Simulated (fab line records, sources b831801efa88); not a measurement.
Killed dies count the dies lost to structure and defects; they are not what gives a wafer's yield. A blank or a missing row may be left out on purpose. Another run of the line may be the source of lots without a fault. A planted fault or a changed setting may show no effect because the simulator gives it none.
A struck lot beside a sound one    flow sky130    18 out of 708 route steps
Sound: wafers L993.2, L993.3, L993.4. Struck: wafers L998.1, L998.4, L998.6. The cause is named last.
Each step with rows lists, per side, the tool, then ch with its chambers, then its first start. Under that, the readings that differ: sound wafers    struck wafers    difference of the means    sigmas: that difference in standard deviations of wafers without a fault.
alike: readings with means less than 2 such deviations apart, plus words and numbers identical on both sides. not compared: withheld readings, readings lacking a value on some wafer, bounds such as >300 that could conceal the same value, and numbers that have no deviation in the record and whose values overlap.
The two part at a step that has a row with sigmas, a row that says differs or no value, or rows on one side only. Numbers that don't overlap but have no deviation are shown without sigmas and don't part them. Lack of a reading on every wafer of one side parts them only where that side has two or more wafers.

first, 3 steps without rows for these wafers: SKY_SONOS_ONO_WET_ETCH_18 (etches Si3N4 in H3PO4, target depth 15 nm, time 172 s); SKY_GATE_OXIDE_CLEAN_00 (cleans in SC1/SC2, time 150 s); SKY_GATE_OXIDE_OXIDATION_01 (stabilise 600 s, purge 300 s, target thk 10.268 nm).
SKY_GATE_OXIDE_THK_MEAS_02:
  sound on film-metro-02 at day 16 09:25; struck on film-metro-04 at day 18 21:07
reading                           sound              struck             difference  sigmas
GATE_OXIDE_OXIDATION_00_THK (nm)  10.07 10.07 10.02  10.65 10.74 10.63  +0.62       +3
then, 7 steps without rows for these wafers: SKY_GATE_OXIDE_DEHYDRATE_03 (time 60 s); SKY_GATE_OXIDE_HMDS_04 (prime time 60 s); SKY_GATE_OXIDE_COAT_05 (resist thk 1140 nm); SKY_GATE_OXIDE_SOFTBAKE_06 (time 60 s); SKY_GATE_OXIDE_EXPOSE_07 (exposes mask LVOM, target cd 600 nm); SKY_GATE_OXIDE_PEB_08; SKY_GATE_OXIDE_DEVELOP_09 (develop time 60 s).
SKY_GATE_OXIDE_OVL_MEAS_10:
  sound on overlay-01 at day 17 13:29; struck on overlay-02 at day 20 03:58
  alike: GATE_OXIDE_OVL
SKY_GATE_OXIDE_IMPLANT_11:
  sound on implanter-04 ch 0, day 17 13:33; struck on implanter-04 ch 0, day 20 03:59
then, 1 step without rows for these wafers: SKY_GATE_OXIDE_WET_ETCH_12 (etches SiO2 in dHF, target depth 16.8 nm, time 336 s).
SKY_GATE_OXIDE_STRIP_13: strips in O2/N2.
  sound on plasma-asher-03 ch 0,1, day 17 13:46; struck on plasma-asher-02 ch 0,1, day 20 04:15
  alike: drypump-motor-current-A, oes-product-au, strip-time-to-endpoint-s
  not compared: rf-hours-counter-h
SKY_GATE_OXIDE_TW_MEAS_14:
  sound on film-metro-04 at day 17 13:53; struck on film-metro-01 at day 20 04:21
reading        sound              struck             difference  sigmas
GATE_OXIDE_TW  226.3 225.3 226.0  214.0 213.4 213.7  -12.2       -9
then, 1 step without rows for these wafers: SKY_GATE_OXIDE_CLEAN_15 (cleans in SC1/SC2, time 150 s).
-- the record jumps here: 30 days lie between the struck wafers' starts before and after (it left off in module GATE_OXIDE and takes up again in module PAD_OPEN, whose first step shown is number 708 of the route) --
SKY_PAD_OPEN_PROBE_99:
  sound on prober-01 at day 48 11:35; struck on prober-02 at day 49 22:02
reading                                      sound               struck                difference  sigmas
model.etest.tip-p.rs-ohm-sq                  6670 6700 6638      7167 7221 7278        +553        
model.etest.tip-p.rs-ohm-sq-range            191.1 175.8 220.2   453.7 496.7 415.6     +259.6      
model.etest.pfet_01v8.r-on-ohm-um            2805 2807 2891      3073 3028 3150        +249        
model.etest.tip-p.rs-ohm-sq-rim-less-centre  6.467 -25.98 77.04  -181.5 -266.3 -184.2  -229.8      
model.etest.nfet_01v8_lvt.drive-ua-um        576.5 586.6 574     617.9 625.5 621.6     +42.6       
model.etest.nfet_01v8_turned.drive-ua-um     510.7 517.1 507.2   536.6 545.4 542.2     +29.7       
model.etest.nfet_01v8.drive-ua-um            510 520.8 504.9     535.4 543.9 533.5     +25.7       
model.etest.nfet_01v8_swapped.drive-ua-um    507.9 517.6 505.1   537.8 545.9 537.8     +30.3       
  alike: killed_at_M0_to_M3, killed_at_M4_up, killed-at-contacts, killed-at-front-end, killed-at-other, killed-dies, killed-open, killed-short

WHERE THEY PART
Last at SKY_GATE_OXIDE_TW_MEAS_14 as far as this record goes, first at SKY_GATE_OXIDE_THK_MEAS_02. Later steps at which nothing parts them and some readings are alike: SKY_PAD_OPEN_PROBE_99.

WHY: what the simulator had put in
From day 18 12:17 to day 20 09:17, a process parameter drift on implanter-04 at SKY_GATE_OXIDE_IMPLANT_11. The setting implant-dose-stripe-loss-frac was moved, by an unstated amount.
